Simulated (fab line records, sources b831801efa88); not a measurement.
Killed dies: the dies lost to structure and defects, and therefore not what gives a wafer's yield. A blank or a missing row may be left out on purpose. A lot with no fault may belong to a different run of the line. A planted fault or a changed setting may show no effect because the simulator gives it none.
Chamber matching | flow sky130 | SKY_LI_CONTACT_CMP_02 on cmp-02: 4 sister chambers
The step polishes PSG. 39 wafers are shown with their chamber, then 12 later ones without.

EACH WAFER AND ITS CHAMBER
wafer  | chamber | motor_current_A (A) | time_to_endpoint_s (s)
L075.4 | 1       | 11.0                | 35.4
L075.5 | 2       | 14.3                | 27.8
L075.6 | 3       | 12.8                | 34.3
L076.2 | 3       | 12.6                | 32.0
L076.4 | 1       | 10.8                | 33.1
L076.6 | 0       | 11.6                | 30.2
L077.2 | 2       | 15.0                | 32.0
L077.3 | 1       | 10.5                | 32.7
L077.4 | 0       | 11.5                | 30.6
L078.3 | 2       | 14.4                | 27.3
L078.4 | 0       | 11.8                | 26.4
L078.5 | 2       | 14.7                | 27.8
L078.1 | 3       | 12.5                | 31.5
L078.2 | 1       | 10.9                | 30.6
L078.6 | 3       | 12.6                | 29.9
L079.1 | 1       | 10.7                | 36.0
L079.3 | 3       | 12.6                | 33.3
L079.6 | 0       | 11.1                | 32.3
L080.1 | 3       | 12.7                | 36.6
L080.3 | 0       | 11.2                | 34.3
L080.4 | 2       | 14.4                | 34.2
L081.2 | 2       | 14.7                | 38.7
L081.3 | 3       | 13.0                | 40.4
L081.6 | 0       | 11.4                | 33.6
L082.1 | 3       | 12.1                | 34.2
L082.2 | 2       | 14.7                | 30.5
L082.3 | 0       | 11.5                | 30.0
L083.1 | 1       | 10.8                | 34.4
L083.3 | 0       | 11.6                | 30.7
L083.6 | 2       | 14.8                | 30.9
L085.1 | 2       | 14.9                | 29.9
L085.5 | 2       | 15.6                | 29.9
L085.6 | 3       | 12.6                | 32.0
L088.1 | 0       | 11.4                | 32.1
L088.2 | 1       | 11.3                | 34.3
L088.3 | 2       | 14.7                | 28.8
L088.4 | 3       | 12.2                | 35.7
L088.5 | 0       | 11.7                | 32.6
L088.6 | 1       | 11.2                | 32.1

SIGNATURES, as means of the wafers listed above
reading            | chamber 0 | chamber 1 | chamber 2 | chamber 3 | scatter within a chamber
motor_current_A    | 11.480    | 10.900    | 14.745    | 12.570    | 0.282
time_to_endpoint_s | 31.280    | 33.575    | 30.709    | 33.990    | 2.73
Rule: for a wafer and a chamber, the distance is found by dividing, reading by reading, the gap between the wafer's reading and the chamber's mean by the reading's scatter, squaring, summing and taking the root. The wafer belongs to the nearest chamber; if the next one is less than 2 further off, it can't be placed. The scatter: take each reading less its chamber's mean, square it, sum over the shown wafers, divide by the number of wafers less the number of chambers, and take the root.

WAFERS MISSING THEIR CHAMBER
wafer  | motor_current_A (A) | time_to_endpoint_s (s)
L089.2 | 14.8                | 31.0
L089.4 | 12.2                | 32.9
L089.5 | 12.1                | 33.6
L089.1 | 10.6                | 31.8
L089.3 | 11.2                | 28.6
L089.6 | 11.1                | 33.1
L090.1 | 15.0                | 30.0
L090.2 | 11.2                | 31.6
L090.5 | 12.6                | 30.6
L097.1 | 11.2                | 33.7
L097.5 | 12.7                | 34.0
L097.6 | 11.1                | 30.7

WHICH CHAMBER EACH ONE RAN IN
wafer  | from the rows above     | in truth
L089.2 | 2                       | 2
L089.4 | can't be placed: 3 or 0 | 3
L089.5 | can't be placed: 3 or 0 | 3
L089.1 | can't be placed: 1 or 0 | 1
L089.3 | can't be placed: 0 or 1 | 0
L089.6 | can't be placed: 1 or 0 | 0
L090.1 | 2                       | 2
L090.2 | can't be placed: 0 or 1 | 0
L090.5 | 3                       | 3
L097.1 | can't be placed: 1 or 0 | 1
L097.5 | 3                       | 3
L097.6 | can't be placed: 1 or 0 | 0
Placed correctly: 4 of 12. Can't be placed from these rows: 8 (the true chamber is among the candidates in 8). 0 placed wrongly.
